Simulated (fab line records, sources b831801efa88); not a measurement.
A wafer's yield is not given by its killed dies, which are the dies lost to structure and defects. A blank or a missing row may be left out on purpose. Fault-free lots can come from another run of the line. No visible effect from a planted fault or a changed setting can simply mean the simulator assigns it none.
A lot that was struck, set against a sound lot + flow sky130 + 21 out of 708 route steps
Sound: wafers L632.2, L632.3, L632.5. Struck: wafer L644.5. (L644.2, L644.4 of the same lot were not struck and are left out.) The cause comes at the end.
Each step with rows lists, per side, the tool, then ch with its chambers, then its first start. Under that, the readings that differ: sound wafers + struck wafers + difference of the means + sigmas: that difference in standard deviations of wafers without a fault.
alike: same words and numbers on both sides, and readings whose means sit less than 2 such deviations apart. not compared: any withheld reading, any reading some wafer has no value for, any bound like >300 that may hide the same value, and any number with overlapping values for which the record gives no deviation.
Wherever a step has rows on one side only, a row that says differs or no value, or a row with sigmas, the two part there. When numbers do not overlap yet have no deviation, they are printed without sigmas and do not part them. A reading missing from all wafers of one side parts the sides only when that side holds two or more wafers.

first, 4 steps without rows for these wafers: SKY_METAL3_STRIP_20 (strips in post etch residue remover, time 1200 s); SKY_METAL3_CLEAN_21 (cleans in IPA, time 180 s); SKY_METAL3_CLEAN_22 (cleans in O3/DIW); SKY_VIA3_HDPCVD_00 (deposits SiO2, target thk 1635 nm, time 272.5 s).
SKY_VIA3_THK_MEAS_01:
  sound on film_metro-01, day 40 21:40; struck on film_metro-03, day 44 22:47
  alike: VIA3_HDPCVD_THK
SKY_VIA3_CMP_02: polishes SiO2.
  sound on cmp-01 ch 0,2,3, day 40 21:46; struck on cmp-01 ch 1, day 44 22:50
  alike: motor_current_A
SKY_VIA3_BOW_MEAS_03:
  sound on film_metro-02, day 40 22:02; struck on film_metro-01, day 44 23:10
  alike: VIA3_BOW
then, 5 steps without rows for these wafers: SKY_VIA3_DEHYDRATE_04 (time 60 s); SKY_VIA3_HMDS_05 (prime time 60 s); SKY_VIA3_COAT_06 (resist thk 60 nm); SKY_VIA3_COAT_07 (resist thk 450 nm); SKY_VIA3_SOFTBAKE_08 (time 90 s).
SKY_VIA3_EXPOSE_09: exposes mask VIM3, target cd 200 nm.
  sound on krf_scanner-02 ch 0, day 41 11:01; struck on krf_scanner-02 ch 0, day 45 10:42
  alike: mask, focus_offset_nm
then, 2 steps without rows for these wafers: SKY_VIA3_PEB_10; SKY_VIA3_DEVELOP_11 (develop time 60 s).
SKY_VIA3_CD_MEAS_12 targets a cd of 200 nm.
  sound on cd_sem-02, day 41 23:18; struck on cd_sem-01, day 45 21:02
| reading    | sound             | struck | difference | sigmas |
|------------|-------------------|--------|------------|--------|
| cd_nm (nm) | 201.4 200.4 201.0 | 137.5  | -63.4      | -45    |
  not compared: hold
SKY_VIA3_OVL_MEAS_13:
  sound on overlay-02, day 41 23:25; struck on overlay-02, day 45 22:41
| reading | sound | struck                   | difference                   | sigmas |
|---------|-------|--------------------------|------------------------------|--------|
| hold    | - - - | await_dispo/1.5h/release | no value on the sound wafers |        |
  alike: VIA3_OVL
SKY_VIA3_ETCH_14: etches BARC in N2/H2, stops on SiO2, time 45.9 s, target depth 60 nm.
  sound on rie_diel-04 ch 0,2, day 41 23:26; struck on rie_diel-04 ch 2, day 45 22:43
| reading               | sound           | struck | difference | sigmas |
|-----------------------|-----------------|--------|------------|--------|
| model.VIA3.cd_nm (nm) | 201.5 200.4 201 | 138.2  | -62.8      |        |
  alike: drypump_motor_current_A, oes_product_au, throttle_valve_pct
  not compared: rf_hours_counter_h
SKY_VIA3_ETCH_15: etches SiO2 in C4F8/O2/Ar, stops on TiN, target depth 507 nm, time 78 s.
  sound on rie_diel-04 ch 0,2, day 41 23:29; struck on rie_diel-04 ch 2, day 45 22:45
| reading               | sound           | struck | difference | sigmas |
|-----------------------|-----------------|--------|------------|--------|
| model.VIA3.cd_nm (nm) | 205.6 201 204.8 | 140.5  | -63.3      |        |
  alike: oes_product_au
  not compared: rf_hours_counter_h
SKY_VIA3_STRIP_16: strips in O2/N2.
  sound on plasma_asher-01 ch 0,1, day 41 23:32; struck on plasma_asher-04 ch 1, day 45 22:49
  alike: drypump_motor_current_A, oes_product_au, strip_time_to_endpoint_s
  not compared: rf_hours_counter_h
-- the record jumps here: 5 days lie between the struck wafers' starts before and after (it left off in module VIA3 and takes up again in module PAD_OPEN, whose first step shown is number 708 of the route) --
SKY_PAD_OPEN_PROBE_99:
  sound on prober-01, day 47 22:40; struck on prober-02, day 51 05:28
| reading                  | sound          | struck                   | difference                   | sigmas |
|--------------------------|----------------|--------------------------|------------------------------|--------|
| hold                     | - - -          | await_dispo/6.4h/release | no value on the sound wafers |        |
| defect_limited_yield (%) | 84.3 83.3 84.3 | 0                        | -84                          | -49    |
| killed_at_M0_to_M3       | 41 39 37       | 444                      | +405                         | +58    |
| killed_dies              | 77 82 77       | 492                      | +413                         | +50    |
| killed_on_rim            | 13 17 19       | 96                       | +80                          | +22    |
| killed_short             | 33 34 34       | 46                       | +12                          | +2     |
| sort_bin_3_pad_short (%) | 0.8 0.6 0.4    | 2.0                      | +1.4                         | +3     |
| sort_bin_5_function (%)  | 9.6 9.6 10.0   | 91.3                     | +81.6                        | +63    |
| sort_n_pass              | 415 410 415    | 0                        | -413                         | -50    |
| sort_yield_pct (%)       | 84.3 83.3 84.3 | 0                        | -84                          | -49    |
  alike: killed_at_M4_up, killed_at_contacts, killed_at_front_end, killed_at_other, killed_open, sort_bin_6_memory

WHERE THEY PART
At SKY_VIA3_CD_MEAS_12 first; at SKY_PAD_OPEN_PROBE_99 last (within this record only).

WHY: what the simulator had put in
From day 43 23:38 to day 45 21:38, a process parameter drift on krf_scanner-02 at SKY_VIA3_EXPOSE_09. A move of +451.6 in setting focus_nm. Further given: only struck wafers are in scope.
